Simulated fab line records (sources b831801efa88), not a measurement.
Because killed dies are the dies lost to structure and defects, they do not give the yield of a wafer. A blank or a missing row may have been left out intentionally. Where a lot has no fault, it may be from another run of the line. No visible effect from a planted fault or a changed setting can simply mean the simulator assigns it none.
A struck lot beside a sound one || flow sky130 || 15 steps out of a route of 708
Sound: these wafers, L586.2, L586.3, L586.4. Wafers struck: L594.1, L594.4, L594.5. The cause is given at the end.
Per side, at each step with rows, come the tool, then ch with its chambers, and then its first start. Under that, the readings that differ: sound wafers || struck wafers || difference of the means || sigmas: that difference in standard deviations of wafers without a fault.
alike: same words and numbers on both sides, and readings whose means sit less than 2 such deviations apart. not compared: any withheld reading, any reading some wafer has no value for, any bound like >300 that may hide the same value, and any number with overlapping values for which the record gives no deviation.
The two part at a step that has a row with sigmas, a row that says differs or no value, or rows on one side only. Numbers that have no deviation but don't overlap get no sigmas and don't part them. A reading missing from all wafers of one side parts the sides only when that side holds two or more wafers.

first, 1 step without rows for these wafers: SKY_PWDE_IMPLANT_08.
SKY_PWDE_STRIP_09: strips in O2/N2.
  sound on plasma-asher-03 ch 0,1, day 5 01:06; struck on plasma-asher-03 ch 0,1, day 6 23:46
{"reading": "strip-time-to-endpoint-s (s)", "sound": "37.13 37.08 37.12", "struck": "36.84 36.85 36.86", "difference": -0.26, "sigmas": -3}
  alike: drypump-motor-current-A, oes-product-au
  not compared: rf-hours-counter-h
SKY_PWDE_TW_MEAS_10:
  sound: film-metro-01 at day 5 01:13; struck: film-metro-01 at day 6 23:52
  alike: PWDE_TW
then, 7 steps without rows for these wafers: SKY_NWELL_DEHYDRATE_03 (time 60 s); SKY_NWELL_HMDS_04 (prime time 60 s); SKY_NWELL_COAT_05 (resist thk 3000 nm); SKY_NWELL_SOFTBAKE_06; SKY_NWELL_EXPOSE_07 (exposes mask NWM, target cd 840 nm); SKY_NWELL_PEB_08; SKY_NWELL_DEVELOP_09 (develop time 60 s).
SKY_NWELL_OVL_MEAS_10:
  sound: overlay-02 at day 5 19:43; struck: overlay-01 at day 7 18:31
  alike: NWELL_00_OVL
after that, 1 step had no rows for these wafers: SKY_NWELL_IMPLANT_11.
SKY_NWELL_IMPLANT_12:
  sound on implanter-01 ch 0, day 5 19:56; struck on implanter-01 ch 0, day 7 18:42
{"reading": "dose-ions-cm2", "sound": "1.2996e+12 1.2991e+12 1.2985e+12", "struck": "1.4274e+12 1.4277e+12 1.4281e+12", "difference": "+1.2867e+11", "sigmas": "+99"}
{"reading": "faraday-current-uA", "sound": "7.22 7.37 7.29", "struck": "8.10 8.03 8.21", "difference": "+0.82", "sigmas": "+6"}
  alike: beam-on-s
after that, 1 step had no rows for these wafers: SKY_NWELL_IMPLANT_13.
SKY_PAD_OPEN_PROBE_99:
  the record holds rows for the sound wafers here (prober-01, day 47 06:56) but none for the struck ones

## WHERE THEY PART
Last at SKY_PAD_OPEN_PROBE_99 as far as this record goes, first at SKY_PWDE_STRIP_09.

WHY: whatever the simulator had introduced
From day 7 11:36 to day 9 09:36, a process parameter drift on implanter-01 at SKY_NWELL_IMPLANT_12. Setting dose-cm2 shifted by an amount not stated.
